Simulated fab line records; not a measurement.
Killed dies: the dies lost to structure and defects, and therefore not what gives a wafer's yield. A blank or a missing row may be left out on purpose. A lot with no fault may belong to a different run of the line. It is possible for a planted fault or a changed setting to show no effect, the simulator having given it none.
A sampling plan put to the test + flow sky130 + each of the 53 faults these records tell of, on one fab line, judged from the records of the lots it struck
The plan consists of the line's own looks: route steps at which the wafer is read by a gauge or an inspection but not changed. A look is open to judgement when struck wafers have a number at it and the file gives its usual mean and standard deviation on fault-free wafers. Caught: 4 or more of those standard deviations (sigma) separate the usual mean from the mean of the struck wafers at a look after the fault's first step. On the tool: the same test on the tool's own readings at the fault's steps. A different recipe on the struck wafers counts as caught too, as does a record blank only for those wafers.

## THE FAULTS, as the simulator had put them in
1. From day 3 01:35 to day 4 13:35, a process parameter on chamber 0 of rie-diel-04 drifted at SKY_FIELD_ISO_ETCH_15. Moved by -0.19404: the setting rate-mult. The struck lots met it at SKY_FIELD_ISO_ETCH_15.
2. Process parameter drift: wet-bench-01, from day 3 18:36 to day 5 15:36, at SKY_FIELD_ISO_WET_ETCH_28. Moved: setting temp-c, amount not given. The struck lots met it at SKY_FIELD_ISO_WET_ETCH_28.
3. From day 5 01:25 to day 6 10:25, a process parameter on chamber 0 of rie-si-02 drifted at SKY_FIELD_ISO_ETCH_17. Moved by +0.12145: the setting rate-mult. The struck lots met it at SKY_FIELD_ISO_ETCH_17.
4. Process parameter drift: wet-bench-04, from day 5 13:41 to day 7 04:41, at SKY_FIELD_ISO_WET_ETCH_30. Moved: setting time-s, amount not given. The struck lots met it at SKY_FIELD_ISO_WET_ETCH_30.
5. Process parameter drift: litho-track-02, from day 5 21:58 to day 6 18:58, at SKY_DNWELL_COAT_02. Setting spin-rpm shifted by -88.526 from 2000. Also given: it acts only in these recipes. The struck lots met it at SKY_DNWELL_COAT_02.
6. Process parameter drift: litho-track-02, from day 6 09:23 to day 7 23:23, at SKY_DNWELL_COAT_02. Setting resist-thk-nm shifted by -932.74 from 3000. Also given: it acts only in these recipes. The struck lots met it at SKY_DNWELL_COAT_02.
7. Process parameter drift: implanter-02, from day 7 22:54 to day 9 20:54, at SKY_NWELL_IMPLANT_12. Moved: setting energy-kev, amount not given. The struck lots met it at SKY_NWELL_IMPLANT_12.
8. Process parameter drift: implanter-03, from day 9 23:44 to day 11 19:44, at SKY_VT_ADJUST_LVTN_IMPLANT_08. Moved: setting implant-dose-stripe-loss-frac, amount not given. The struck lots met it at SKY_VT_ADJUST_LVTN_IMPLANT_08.
9. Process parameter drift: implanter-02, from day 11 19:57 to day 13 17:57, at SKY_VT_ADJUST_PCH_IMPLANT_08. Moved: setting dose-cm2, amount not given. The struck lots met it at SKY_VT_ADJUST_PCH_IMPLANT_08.
10. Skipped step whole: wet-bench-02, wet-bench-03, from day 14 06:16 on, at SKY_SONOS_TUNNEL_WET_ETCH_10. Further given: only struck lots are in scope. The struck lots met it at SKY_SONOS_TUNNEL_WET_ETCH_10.
11. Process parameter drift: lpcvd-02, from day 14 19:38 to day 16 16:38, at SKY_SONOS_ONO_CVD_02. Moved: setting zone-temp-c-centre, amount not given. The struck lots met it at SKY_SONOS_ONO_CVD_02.
12. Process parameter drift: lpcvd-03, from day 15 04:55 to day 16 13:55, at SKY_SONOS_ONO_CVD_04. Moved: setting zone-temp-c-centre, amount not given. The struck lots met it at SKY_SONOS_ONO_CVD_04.
13. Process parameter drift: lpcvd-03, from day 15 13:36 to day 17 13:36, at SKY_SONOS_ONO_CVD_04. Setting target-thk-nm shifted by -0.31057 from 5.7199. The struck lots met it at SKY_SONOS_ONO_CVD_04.
14. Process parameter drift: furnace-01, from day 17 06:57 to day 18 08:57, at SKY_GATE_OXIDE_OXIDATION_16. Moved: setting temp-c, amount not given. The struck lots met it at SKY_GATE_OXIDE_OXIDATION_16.
15. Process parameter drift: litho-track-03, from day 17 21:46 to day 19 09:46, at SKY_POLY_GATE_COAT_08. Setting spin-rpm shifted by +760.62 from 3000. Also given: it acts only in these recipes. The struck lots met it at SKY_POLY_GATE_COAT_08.
16. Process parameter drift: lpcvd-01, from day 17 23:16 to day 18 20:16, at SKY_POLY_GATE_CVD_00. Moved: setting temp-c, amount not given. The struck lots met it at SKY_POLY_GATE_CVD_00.
17. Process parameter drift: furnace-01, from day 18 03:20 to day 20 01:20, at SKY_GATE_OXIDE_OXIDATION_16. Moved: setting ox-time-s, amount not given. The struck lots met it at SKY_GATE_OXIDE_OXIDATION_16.
18. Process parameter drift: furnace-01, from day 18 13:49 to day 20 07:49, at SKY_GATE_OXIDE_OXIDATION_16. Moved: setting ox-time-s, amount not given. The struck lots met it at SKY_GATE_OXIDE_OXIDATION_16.
19. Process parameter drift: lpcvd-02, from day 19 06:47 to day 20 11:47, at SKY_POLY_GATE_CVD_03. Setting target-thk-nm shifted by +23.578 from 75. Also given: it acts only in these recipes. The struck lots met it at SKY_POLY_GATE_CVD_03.
20. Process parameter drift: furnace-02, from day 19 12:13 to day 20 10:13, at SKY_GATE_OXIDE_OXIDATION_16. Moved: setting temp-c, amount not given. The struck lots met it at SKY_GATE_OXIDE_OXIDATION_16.
21. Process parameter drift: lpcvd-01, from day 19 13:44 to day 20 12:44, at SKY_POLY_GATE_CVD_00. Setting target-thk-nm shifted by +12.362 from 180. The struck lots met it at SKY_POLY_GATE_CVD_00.
22. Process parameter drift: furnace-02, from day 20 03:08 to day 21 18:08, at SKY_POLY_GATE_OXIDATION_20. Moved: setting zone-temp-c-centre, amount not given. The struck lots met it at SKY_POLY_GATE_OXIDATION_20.
23. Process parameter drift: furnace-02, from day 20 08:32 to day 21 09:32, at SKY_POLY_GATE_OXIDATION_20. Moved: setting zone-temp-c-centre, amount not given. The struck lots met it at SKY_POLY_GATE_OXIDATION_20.
24. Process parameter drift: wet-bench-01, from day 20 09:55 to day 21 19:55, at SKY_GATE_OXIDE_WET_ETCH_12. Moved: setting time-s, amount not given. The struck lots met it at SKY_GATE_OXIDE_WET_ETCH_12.
25. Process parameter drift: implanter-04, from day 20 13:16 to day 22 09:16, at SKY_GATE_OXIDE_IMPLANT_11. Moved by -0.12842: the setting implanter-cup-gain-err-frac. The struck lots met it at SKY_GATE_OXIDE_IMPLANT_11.
26. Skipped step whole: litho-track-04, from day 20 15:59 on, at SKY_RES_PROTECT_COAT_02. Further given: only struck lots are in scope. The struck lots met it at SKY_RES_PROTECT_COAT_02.
27. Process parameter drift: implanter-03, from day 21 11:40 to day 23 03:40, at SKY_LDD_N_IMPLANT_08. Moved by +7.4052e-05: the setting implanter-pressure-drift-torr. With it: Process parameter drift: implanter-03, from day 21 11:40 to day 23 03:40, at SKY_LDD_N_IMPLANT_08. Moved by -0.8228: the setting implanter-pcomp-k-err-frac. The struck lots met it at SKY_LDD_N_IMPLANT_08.
28. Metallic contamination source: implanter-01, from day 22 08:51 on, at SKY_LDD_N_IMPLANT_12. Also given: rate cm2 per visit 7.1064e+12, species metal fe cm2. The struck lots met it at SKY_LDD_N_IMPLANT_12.
29. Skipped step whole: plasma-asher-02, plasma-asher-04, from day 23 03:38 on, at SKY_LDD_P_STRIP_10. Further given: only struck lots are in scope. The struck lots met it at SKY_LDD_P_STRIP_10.
30. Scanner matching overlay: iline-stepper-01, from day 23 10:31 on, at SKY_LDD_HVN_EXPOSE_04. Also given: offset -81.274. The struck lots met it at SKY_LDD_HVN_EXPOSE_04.
31. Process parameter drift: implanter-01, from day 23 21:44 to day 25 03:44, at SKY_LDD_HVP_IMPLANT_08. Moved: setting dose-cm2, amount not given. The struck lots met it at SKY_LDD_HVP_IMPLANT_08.
32. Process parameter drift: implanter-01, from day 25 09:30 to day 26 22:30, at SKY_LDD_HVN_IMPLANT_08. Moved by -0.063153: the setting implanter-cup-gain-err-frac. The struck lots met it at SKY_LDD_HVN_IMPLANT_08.
33. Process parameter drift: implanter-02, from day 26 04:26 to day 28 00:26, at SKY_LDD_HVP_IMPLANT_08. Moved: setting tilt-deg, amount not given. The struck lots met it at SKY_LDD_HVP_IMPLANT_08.
34. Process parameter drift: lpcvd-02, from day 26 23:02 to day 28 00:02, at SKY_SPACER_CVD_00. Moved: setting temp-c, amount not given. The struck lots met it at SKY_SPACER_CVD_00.
35. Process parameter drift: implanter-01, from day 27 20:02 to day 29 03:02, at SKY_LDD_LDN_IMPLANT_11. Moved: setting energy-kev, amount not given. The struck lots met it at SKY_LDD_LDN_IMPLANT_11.
36. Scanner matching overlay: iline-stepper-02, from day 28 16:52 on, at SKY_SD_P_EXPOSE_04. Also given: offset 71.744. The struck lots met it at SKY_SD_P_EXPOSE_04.
37. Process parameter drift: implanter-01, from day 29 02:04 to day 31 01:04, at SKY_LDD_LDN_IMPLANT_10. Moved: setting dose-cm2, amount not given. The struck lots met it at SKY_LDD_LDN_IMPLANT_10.
38. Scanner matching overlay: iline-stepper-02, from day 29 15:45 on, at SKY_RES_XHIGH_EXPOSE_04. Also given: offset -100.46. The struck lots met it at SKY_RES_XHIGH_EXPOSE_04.
39. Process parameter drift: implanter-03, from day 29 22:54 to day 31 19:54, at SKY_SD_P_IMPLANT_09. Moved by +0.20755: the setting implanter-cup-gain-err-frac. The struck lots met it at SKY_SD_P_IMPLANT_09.
40. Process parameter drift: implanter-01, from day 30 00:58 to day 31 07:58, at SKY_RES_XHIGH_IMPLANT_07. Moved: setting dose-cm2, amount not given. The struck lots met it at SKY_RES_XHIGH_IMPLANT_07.
41. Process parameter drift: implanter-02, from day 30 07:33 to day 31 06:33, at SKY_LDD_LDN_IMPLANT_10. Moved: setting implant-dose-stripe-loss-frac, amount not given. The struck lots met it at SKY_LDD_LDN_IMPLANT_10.
42. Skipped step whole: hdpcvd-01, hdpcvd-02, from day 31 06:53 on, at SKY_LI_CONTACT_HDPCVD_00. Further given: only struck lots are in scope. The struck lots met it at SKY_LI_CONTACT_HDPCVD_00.
43. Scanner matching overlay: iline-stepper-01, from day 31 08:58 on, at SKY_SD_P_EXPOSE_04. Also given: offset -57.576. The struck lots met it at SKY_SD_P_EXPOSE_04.
44. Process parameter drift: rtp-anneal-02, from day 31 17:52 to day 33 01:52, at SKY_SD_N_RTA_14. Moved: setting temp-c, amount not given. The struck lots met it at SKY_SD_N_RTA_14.
45. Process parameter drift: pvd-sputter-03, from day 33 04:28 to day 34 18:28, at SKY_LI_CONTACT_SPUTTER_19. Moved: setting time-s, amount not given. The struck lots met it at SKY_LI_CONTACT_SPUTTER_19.
46. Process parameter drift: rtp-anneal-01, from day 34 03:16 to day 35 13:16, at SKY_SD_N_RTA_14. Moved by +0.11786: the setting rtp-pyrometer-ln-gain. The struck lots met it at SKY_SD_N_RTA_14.
47. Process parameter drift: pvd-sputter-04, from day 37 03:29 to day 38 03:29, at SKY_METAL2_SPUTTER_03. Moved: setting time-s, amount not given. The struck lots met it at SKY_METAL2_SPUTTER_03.
48. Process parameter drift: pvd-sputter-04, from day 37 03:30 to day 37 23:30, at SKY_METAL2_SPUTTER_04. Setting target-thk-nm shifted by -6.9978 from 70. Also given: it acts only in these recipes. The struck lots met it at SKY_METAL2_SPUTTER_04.
49. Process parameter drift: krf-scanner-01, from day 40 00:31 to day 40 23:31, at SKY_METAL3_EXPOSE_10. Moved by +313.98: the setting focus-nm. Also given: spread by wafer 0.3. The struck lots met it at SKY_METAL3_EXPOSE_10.
50. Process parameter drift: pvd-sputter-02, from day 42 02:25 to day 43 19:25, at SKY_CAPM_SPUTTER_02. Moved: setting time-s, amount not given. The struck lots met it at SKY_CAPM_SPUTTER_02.
51. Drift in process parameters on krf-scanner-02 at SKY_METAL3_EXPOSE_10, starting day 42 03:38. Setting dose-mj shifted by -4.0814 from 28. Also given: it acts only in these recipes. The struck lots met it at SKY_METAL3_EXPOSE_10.
52. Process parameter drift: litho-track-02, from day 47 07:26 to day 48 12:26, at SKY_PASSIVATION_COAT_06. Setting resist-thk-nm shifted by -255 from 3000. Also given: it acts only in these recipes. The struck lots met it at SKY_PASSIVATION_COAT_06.
53. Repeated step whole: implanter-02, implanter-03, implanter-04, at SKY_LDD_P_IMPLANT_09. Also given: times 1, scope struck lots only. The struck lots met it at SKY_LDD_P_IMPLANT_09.

## WHAT THE PLAN SAW
| fault | on the tool itself                               | first look that catches it                      | reading, sigma                                                     | median hours from its first step to that look | hours from the fault's start to the first struck lot there | judged looks passed uncaught |
|-------|--------------------------------------------------|-------------------------------------------------|--------------------------------------------------------------------|-----------------------------------------------|------------------------------------------------------------|------------------------------|
| 1     | oes-product-au -9.5 sigma                        | no look after it can be judged                  | -                                                                  | -                                             | -                                                          | 0                            |
| 2     | temp-c +99 or beyond sigma                       | none of the 4 looks that can be judged after it | -                                                                  | -                                             | -                                                          | 4                            |
| 3     | oes-product-au +7.2 sigma                        | no look after it can be judged                  | -                                                                  | -                                             | -                                                          | 0                            |
| 4     | run-length-s +14 sigma                           | none of the 4 looks that can be judged after it | -                                                                  | -                                             | -                                                          | 4                            |
| 5     | spin-speed-rpm -68 sigma                         | none of the 2 looks that can be judged after it | -                                                                  | -                                             | -                                                          | 2                            |
| 6     | under 2 sigma                                    | no look after it can be judged                  | -                                                                  | -                                             | -                                                          | 0                            |
| 7     | beam-energy-keV +99 or beyond sigma              | no look after it can be judged                  | -                                                                  | -                                             | -                                                          | 0                            |
| 8     | no reading that can be judged                    | SKY_VT_ADJUST_LVTN_TW_MEAS_10                   | VT_ADJUST_LVTN_TW -5.6                                             | 0.2                                           | 11                                                         | 0                            |
| 9     | dose-ions-cm2 -99 or beyond sigma                | SKY_VT_ADJUST_PCH_TW_MEAS_10                    | VT_ADJUST_PCH_TW -9.8                                              | 0.2                                           | 9                                                          | 0                            |
| 10    | the tool's record is blank for the struck wafers | no look after it can be judged                  | -                                                                  | -                                             | -                                                          | 0                            |
| 11    | spike-tc-centre-C +9.2 sigma                     | SKY_SONOS_ONO_THK_MEAS_03                       | SONOS_ONO_CVD_02_THK +6.6                                          | 1.1                                           | 6                                                          | 0                            |
| 12    | zone-power-centre-pct +26 sigma                  | SKY_SONOS_ONO_THK_MEAS_05                       | SONOS_ONO_CVD_04_THK +4.6                                          | 1.3                                           | 5                                                          | 0                            |
| 13    | under 2 sigma                                    | none of the 2 looks that can be judged after it | strongest: SONOS_ONO_CVD_04_THK at SKY_SONOS_ONO_THK_MEAS_05, -3.6 | -                                             | -                                                          | 2                            |
| 14    | tube-center-temp-C -99 or beyond sigma           | no look after it can be judged                  | -                                                                  | -                                             | -                                                          | 0                            |
| 15    | spin-speed-rpm +99 or beyond sigma               | no look after it can be judged                  | -                                                                  | -                                             | -                                                          | 0                            |
| 16    | spike-tc-lower-C -7.9 sigma                      | SKY_POLY_GATE_THK_MEAS_01                       | POLY_GATE_CVD_00_THK -24                                           | 1.2                                           | 3                                                          | 0                            |
| 17    | under 2 sigma                                    | no look after it can be judged                  | -                                                                  | -                                             | -                                                          | 0                            |
| 18    | under 2 sigma                                    | no look after it can be judged                  | -                                                                  | -                                             | -                                                          | 0                            |
| 19    | under 2 sigma                                    | SKY_POLY_GATE_THK_MEAS_04                       | POLY_GATE_CVD_03_THK +37                                           | 1.4                                           | 3                                                          | 0                            |
| 20    | tube-center-temp-C -83 sigma                     | no look after it can be judged                  | -                                                                  | -                                             | -                                                          | 0                            |
| 21    | under 2 sigma                                    | SKY_POLY_GATE_THK_MEAS_01                       | POLY_GATE_CVD_00_THK +9.0                                          | 1.2                                           | 9                                                          | 0                            |
| 22    | spike-tc-centre-C +45 sigma                      | SKY_POLY_GATE_THK_MEAS_21                       | POLY_GATE_OXIDATION_THK +10                                        | 1.3                                           | 6                                                          | 0                            |
| 23    | spike-tc-centre-C +40 sigma                      | SKY_POLY_GATE_THK_MEAS_21                       | POLY_GATE_OXIDATION_THK +9.3                                       | 1.3                                           | 1                                                          | 0                            |
| 24    | run-length-s -54 sigma                           | no look after it can be judged                  | -                                                                  | -                                             | -                                                          | 0                            |
| 25    | beam-on-s +8.1 sigma                             | SKY_GATE_OXIDE_TW_MEAS_14                       | GATE_OXIDE_TW +5.7                                                 | 0.4                                           | 14                                                         | 0                            |
| 26    | the tool's record is blank for the struck wafers | no look after it can be judged                  | -                                                                  | -                                             | -                                                          | 0                            |
| 27    | end-station-pressure-torr +99 or beyond sigma    | no look after it can be judged                  | -                                                                  | -                                             | -                                                          | 0                            |
| 28    | under 2 sigma                                    | none of the 6 looks that can be judged after it | -                                                                  | -                                             | -                                                          | 6                            |
| 29    | the tool's record is blank for the struck wafers | SKY_LDD_HVN_TW_MEAS_10                          | LDD_HVN_TW -99 or beyond                                           | 29.6                                          | 31                                                         | 0                            |
| 30    | no reading that can be judged                    | SKY_LDD_HVN_OVL_MEAS_07                         | LDD_HVN_OVL -54                                                    | 14.6                                          | 19                                                         | 0                            |
| 31    | dose-ions-cm2 -99 or beyond sigma                | SKY_LDD_HVP_TW_MEAS_10                          | LDD_HVP_TW -5.0                                                    | 0.2                                           | 25                                                         | 0                            |
| 32    | beam-on-s +4.4 sigma                             | none of the 2 looks that can be judged after it | strongest: LDD_HVN_TW at SKY_LDD_HVN_TW_MEAS_10, +3.6              | -                                             | -                                                          | 2                            |
| 33    | tilt-deg -99 or beyond sigma                     | SKY_LDD_HVP_TW_MEAS_10                          | LDD_HVP_TW -12                                                     | 0.2                                           | 17                                                         | 0                            |
| 34    | susceptor-temp-C +36 sigma                       | SKY_SPACER_THK_MEAS_01                          | SPACER_CVD_00_THK +32                                              | 1.2                                           | 1                                                          | 0                            |
| 35    | beam-energy-keV +99 or beyond sigma              | no look after it can be judged                  | -                                                                  | -                                             | -                                                          | 0                            |
| 36    | no reading that can be judged                    | SKY_SD_P_OVL_MEAS_08                            | SD_P_OVL +47                                                       | 14.2                                          | 16                                                         | 0                            |
| 37    | dose-ions-cm2 +99 or beyond sigma                | SKY_LDD_LDN_TW_MEAS_13                          | LDD_LDN_TW +5.5                                                    | 0.4                                           | 3                                                          | 0                            |
| 38    | no reading that can be judged                    | no look after it can be judged                  | -                                                                  | -                                             | -                                                          | 0                            |
| 39    | no reading that can be judged                    | SKY_SD_N_RS_MEAS_17                             | SD_P_RS +8.5                                                       | 55.3                                          | 69                                                         | 1                            |
| 40    | dose-ions-cm2 -99 or beyond sigma                | SKY_RES_XHIGH_TW_MEAS_09                        | RES_XHIGH_TW -4.6                                                  | 0.2                                           | 1                                                          | 0                            |
| 41    | no reading that can be judged                    | none of the 6 looks that can be judged after it | -                                                                  | -                                             | -                                                          | 6                            |
| 42    | the tool's record is blank for the struck wafers | SKY_LI_CONTACT_BOW_MEAS_03                      | LI_CONTACT_BOW -5.2                                                | 1.0                                           | 2                                                          | 0                            |
| 43    | no reading that can be judged                    | SKY_SD_P_OVL_MEAS_08                            | SD_P_OVL -37                                                       | 13.2                                          | 22                                                         | 0                            |
| 44    | wafer_temp_C_max +8.2 sigma                      | SKY_SD_N_RS_MEAS_16                             | SD_N_RS -16                                                        | 0.2                                           | 1                                                          | 0                            |
| 45    | under 2 sigma                                    | no look after it can be judged                  | -                                                                  | -                                             | -                                                          | 0                            |
| 46    | lamp-power-pct -8.5 sigma                        | SKY_SD_N_RS_MEAS_16                             | SD_N_RS +19                                                        | 0.2                                           | 11                                                         | 0                            |
| 47    | under 2 sigma                                    | no look after it can be judged                  | -                                                                  | -                                             | -                                                          | 0                            |
| 48    | under 2 sigma                                    | none of the 4 looks that can be judged after it | -                                                                  | -                                             | -                                                          | 4                            |
| 49    | no reading that can be judged                    | SKY_METAL3_CD_MEAS_13                           | cd-nm -33                                                          | 12.7                                          | 33                                                         | 0                            |
| 50    | under 2 sigma                                    | SKY_CAPM_RS_MEAS_03                             | CAPM_TIN_RS -4.8                                                   | 0.1                                           | 8                                                          | 0                            |
| 51    | exposure-dose-mJ-cm2 -99 or beyond sigma         | SKY_METAL3_CD_MEAS_13                           | cd-nm +17                                                          | 10.4                                          | 16                                                         | 0                            |
| 52    | no reading that can be judged                    | no look after it can be judged                  | -                                                                  | -                                             | -                                                          | 0                            |
| 53    | no reading that can be judged                    | SKY_LDD_P_TW_MEAS_11                            | LDD_P_TW +39                                                       | 0.6                                           | -                                                          | 0                            |
Dash: fault not caught, or number not given in these records.

Caught at a look: 27 of 53. Caught on the tool: 32 of 53. By one or the other: 42 of 53.
On the tool alone, faults 1, 2, 3, 4, 5, 7, 10, 14, 15, 20, 24, 26, 27, 32, 35 were caught.
Caught at a look alone: faults 8, 19, 21, 30, 36, 39, 43, 49, 50, 53.
Caught by neither: faults 6, 13, 17, 18, 28, 38, 41, 45, 47, 48, 52.

## THINNER SAMPLING
In the worst case, this is how late the first struck lot would be measured if the look that catches a fault measured only every second or every third lot, by lot number:
| fault | struck lots at that look, in order of time | every lot | every second lot | every third lot |
|-------|--------------------------------------------|-----------|------------------|-----------------|
| 8     | L303, L304                                 | 11 h      | 17 h             | may miss all 2  |
| 9     | L113, L112                                 | 9 h       | 10 h             | may miss all 2  |
| 11    | L832, L833                                 | 6 h       | 13 h             | may miss all 2  |
| 12    | L922, L923                                 | 5 h       | 15 h             | may miss all 2  |
| 16    | L486, L487                                 | 3 h       | 11 h             | may miss all 2  |
| 19    | L495, L496                                 | 3 h       | 11 h             | may miss all 2  |
| 21    | L855, L856, L857                           | 9 h       | 13 h             | 14 h            |
| 22    | L176, L175                                 | 6 h       | 7 h              | may miss all 2  |
| 23    | L534, L533                                 | 1 h       | 2 h              | may miss all 2  |
| 25    | L190, L191                                 | 14 h      | 23 h             | may miss all 2  |
| 29    | L444, L445, L446                           | 31 h      | 34 h             | 43 h            |
| 30    | L955, L954                                 | 19 h      | 21 h             | may miss all 2  |
| 31    | L823, L824                                 | 25 h      | 28 h             | may miss all 2  |
| 33    | L829, L831, L832                           | 17 h      | 43 h             | may miss all 3  |
| 34    | L842, L843, L844                           | 1 h       | 2 h              | 13 h            |
| 36    | L399, L400                                 | 16 h      | 17 h             | may miss all 2  |
| 37    | L582, L585                                 | 3 h       | 33 h             | may miss all 2  |
| 39    | L919, L921, L922                           | 69 h      | 90 h             | may miss all 3  |
| 40    | L106, L108                                 | 1 h       | may miss all 2   | may miss all 2  |
| 42    | L548, L550                                 | 2 h       | may miss all 2   | may miss all 2  |
| 43    | L623, L625                                 | 22 h      | may miss all 2   | may miss all 2  |
| 44    | L807, L809                                 | 1 h       | may miss all 2   | may miss all 2  |
| 46    | L163, L165                                 | 11 h      | may miss all 2   | may miss all 2  |
| 49    | L244, L245                                 | 33 h      | 33 h             | may miss all 2  |
| 50    | L656, L657                                 | 8 h       | 10 h             | may miss all 2  |
| 51    | L992, L994                                 | 16 h      | may miss all 2   | may miss all 2  |
Hours: fault start to first struck lot measured. Since the struck wafers were tested as one group against 4 sigma, a single lot by itself may lie under the limit. Other struck lots may not be in these records.

## THE LONGEST TIMED WAY FROM STEP TO LOOK
Fault 39: a median of 55.3 hours passes between SKY_SD_P_IMPLANT_09 and SKY_SD_N_RS_MEAS_17. The look between them that can be judged stayed within 4 sigma: SKY_SD_P_TW_MEAS_11.
